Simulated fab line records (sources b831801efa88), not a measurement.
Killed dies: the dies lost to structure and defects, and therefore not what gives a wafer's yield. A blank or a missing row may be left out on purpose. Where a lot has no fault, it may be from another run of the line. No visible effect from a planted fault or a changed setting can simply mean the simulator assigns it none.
2 desks looking at one fault | flow gf180mcu | each desk holds nothing but its own numbers, with what lay behind them at the end

THE METROLOGY DESK
What the gauges read, lot by lot, whatever tool the lot ran on: means of the sampled wafers that have a number. If a lot's mean is further than 4 standard deviations from the usual mean, the lot is out of limits and carries the mark OUT (the distance appears in the brackets).
Columns: A = MIM_ALCU_RS at GF_MIM_RS_MEAS_10, usual 0.1598 ohm/sq; B = MIM_ALCU_THK at GF_MIM_THK_MEAS_11, usual 199.0 nm
lot  | first seen here | A                 | B
L996 | day 25 13:16    | 0.1590            | 198.6
L999 | day 26 14:11    | 0.1596            | 201.1
L101 | day 27 00:58    | 0.1620            | 197.6
L102 | day 27 12:35    | 0.1587            | 199.4
L103 | day 27 17:44    | 0.1586            | 199.4
L107 | day 29 00:34    | 0.1593            | 200.5
L109 | day 29 15:14    | 0.1622            | 196.6
L112 | day 30 09:51    | 0.1491 (-6.3) OUT | 212.3 (+5.1) OUT
L115 | day 31 03:57    | 0.1605            | 195.9
L116 | day 31 07:58    | 0.1618            | 197.1
Finding of this desk: L112 out of limits, first seen on L112 at day 30 09:51 (MIM_ALCU_RS at GF_MIM_RS_MEAS_10). L996, L999, L101, L102, L103, L107, L109, L115, L116 stayed within limits.

TOOL OWNER'S DESK, pvdSputter-02
The tool's own readings at GF_MIM_SPUTTER_08 (material AlCu, target thk 200 nm, time 10.6 s): means of the sampled wafers that have a number, for each lot that ran on this tool. If a lot's mean is further than 4 standard deviations from the usual mean, the lot is out of limits and carries the mark OUT (the distance appears in the brackets).
Columns: A = cathodeDcPowerW at GF_MIM_SPUTTER_08, usual 10600 W; B = throttleValvePct at GF_MIM_SPUTTER_08, usual 30.0 %
lot  | first seen here | A                       | B
L996 | day 25 13:12    | 10599                   | 29.5
L999 | day 26 14:04    | 10598                   | 29.4
L102 | day 27 12:32    | 10601                   | 29.2
L103 | day 27 17:41    | 10601                   | 29.2
L112 | day 30 09:46    | 11328 (+99 or more) OUT | 29.3
This desk's verdict: out of limits on L112, starting with L112 at day 30 09:46 (cathodeDcPowerW at GF_MIM_SPUTTER_08). L996, L999, L102, L103 stayed within limits.

BROUGHT TOGETHER
The tool owner's desk could have raised an alarm at day 30 09:46, on L112.
The metrology desk could have raised an alarm at day 30 09:51, on L112.
GF_MIM_SPUTTER_08 was run on pvdSputter-02 by each of the lots named.

WHAT HAD BEEN PUT IN BY THE SIMULATOR
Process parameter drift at GF_MIM_SPUTTER_08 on pvdSputter-02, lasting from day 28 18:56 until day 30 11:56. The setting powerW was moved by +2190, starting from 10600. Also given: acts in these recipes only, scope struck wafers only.
Lots struck among those shown: L112.
Time in hours from fault onset to the first out-of-limits reading at each desk: tool owner's desk 39, metrology desk 39.
